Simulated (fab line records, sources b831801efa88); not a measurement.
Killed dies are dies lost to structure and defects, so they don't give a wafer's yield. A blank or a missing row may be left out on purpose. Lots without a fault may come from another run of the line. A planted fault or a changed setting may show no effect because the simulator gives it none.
Which tool did it? | flow sky130 | 6 lots, 18 wafers sampled, at 3 steps of a route of 708

WHAT THE GAUGES READ, wafer by wafer
SKY_LDD_HVP_TW_MEAS_10.
lot  | measured     | on            | LDD_HVP_TW
L131 | day 22 01:35 | film_metro-03 | 463.4 463.5 464.3
L134 | day 23 17:43 | film_metro-04 | 458.8 459.0 459.8
L137 | day 24 13:57 | film_metro-03 | 462.4 465.8 461.7
L146 | day 27 18:13 | film_metro-01 | 452.6 457.3 456.6
L149 | day 28 07:39 | film_metro-01 | 456.1 456.3 457.5
L152 | day 29 12:38 | film_metro-04 | 462.5 458.2 459.0

WHICH TOOL RAN EACH LOT (tool, then ch and the chambers of the sampled wafers, then the start)
lot  | SKY_NWELL_COAT_18                 | SKY_NWELL_STRIP_25
L131 | litho_track-03 ch 0, day 5 04:28  | plasma_asher-02 ch 0,1, day 5 13:59
L134 | litho_track-01 ch 0, day 5 22:38  | plasma_asher-01 ch 0,1, day 6 08:41
L137 | litho_track-01 ch 0, day 6 21:41  | plasma_asher-02 ch 0,1, day 7 08:06
L146 | litho_track-03 ch 0, day 8 23:55  | plasma_asher-01 ch 0,1, day 9 11:05
L149 | litho_track-01 ch 0, day 9 15:47  | plasma_asher-04 ch 1, day 10 02:21
L152 | litho_track-01 ch 0, day 10 06:40 | plasma_asher-04 ch 0,1, day 10 19:15
- SKY_NWELL_COAT_18: resist thk 3000 nm.
- SKY_NWELL_STRIP_25: strips in O2/N2.

THE ANSWER, worked out from the rows above alone
Rule: what is usual is taken from the lots themselves. Put in order of their means at a reading, lots are off if they are a third of the lots or fewer, leave a main group of 4 or more, and stand apart from it by a gap of 3 or more times the standard deviation of the main group's means; of several such gaps the widest counts. A main group whose means are all the same, to the digits that the tables above print for the reading, isn't used. A lot without any number at a reading at which 4 lots or more have one is off too. The other lots that the step has rows for count as sound.
No lot is off at any reading shown: from this, nothing can be told.

WHAT THE SIMULATOR HAD PUT IN
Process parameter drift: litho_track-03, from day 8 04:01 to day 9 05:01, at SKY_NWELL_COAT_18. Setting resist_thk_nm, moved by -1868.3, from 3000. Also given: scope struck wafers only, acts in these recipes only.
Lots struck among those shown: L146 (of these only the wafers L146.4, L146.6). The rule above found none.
